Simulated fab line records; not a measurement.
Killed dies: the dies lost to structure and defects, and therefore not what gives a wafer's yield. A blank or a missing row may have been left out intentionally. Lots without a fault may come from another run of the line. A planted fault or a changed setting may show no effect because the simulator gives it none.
Which tool did it? -- flow sky130 -- 6 lots, 18 wafers sampled, at 1 step of a route of 708

## WHAT THE GAUGES SHOWED, per wafer
SKY_VIA3_OVL_MEAS_13.
lot,measured,on,VIA3_OVL (nm)
L923,day 41 05:38,overlay-01,0 6 4
L926,day 42 07:19,overlay-02,8 10 8
L929,day 42 23:49,overlay-02,-2 -4 -3
L936,day 45 01:32,overlay-01,-2 -4 -4
L938,day 45 07:19,overlay-01,4 2 1
L940,day 45 22:58,overlay-02,-2 -1 -7

## EACH LOT AND THE TOOL THAT RAN IT (in order: tool; ch and the chambers of the sampled wafers; start)
The record shows no process step preceding these readings.

## THE ANSWER, worked out from the rows above alone
Rule: the lots themselves supply what counts as usual. The widest of any qualifying gaps counts: lots, ordered by their means at a reading, are off when they make up no more than a third of the lots, leave a main group of 4 or more, and stand apart from it by 3 or more times the standard deviation of that group's means. If all means in a main group match to the digits the tables above print for the reading, that group is not used. A lot without any number at a reading at which 4 lots or more have one is off too. The other lots that the step has rows for count as sound.
None of the lots is off at any reading shown; this tells nothing.

## WHAT WAS PUT IN BY THE SIMULATOR
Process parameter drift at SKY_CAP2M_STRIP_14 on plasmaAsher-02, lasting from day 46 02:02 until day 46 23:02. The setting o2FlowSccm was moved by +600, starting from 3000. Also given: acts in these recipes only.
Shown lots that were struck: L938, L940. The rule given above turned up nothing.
